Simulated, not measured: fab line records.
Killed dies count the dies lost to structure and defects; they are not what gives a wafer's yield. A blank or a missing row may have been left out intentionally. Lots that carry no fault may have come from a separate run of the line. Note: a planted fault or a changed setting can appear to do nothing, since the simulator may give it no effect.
Chamber matching -- flow sky130 -- 4 sister chambers for SKY_VIA4_CMP_21 on cmp-02
The step polishes, stops on SiO2, t overpolish 25 s, target thk 0 nm. 4 wafers are shown with their chamber, then 7 later ones without.

WAFERS PAIRED WITH THEIR CHAMBERS
wafer,chamber,motor-current-A (A)
L931.6,0,13.1
L932.5,2,10.8
L941.1,3,10.6
L941.3,1,11.3

WAFERS WHOSE CHAMBER IS MISSING
wafer,motor-current-A (A)
L941.6,11.1
L942.1,10.6
L942.3,12.8
L942.6,11.6
L950.1,9.8
L950.3,11.6
L950.6,10.6

WHICH CHAMBER EACH ONE RAN IN
wafer,from the rows above,in truth
L941.6,can't be placed: 1 or 2 or 3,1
L942.1,can't be placed: 3 or 2 or 1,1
L942.3,0,0
L942.6,can't be placed: 1 or 2 or 3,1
L950.1,can't be placed: 3 or 2 or 1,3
L950.3,can't be placed: 1 or 2 or 3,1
L950.6,can't be placed: 3 or 2 or 1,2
Placed correctly: 1 of 7. These rows do not allow placing 6 (true chamber among the candidates in 6). 0 placed wrongly.
How it was worked out, from the rows above alone: a wafer's distance from a chamber is the root of the sum, over the readings, of the square of ((its reading less the chamber's mean) divided by the reading's scatter). The wafer belongs to the nearest chamber; if the next one is less than 2 further off, it can't be placed. For every chamber, the mean is computed from those of its wafers that are shown. The scatter (one wafer shown for each chamber): square how far every hidden wafer sits from the nearest shown wafer, average those squares and take the square root.
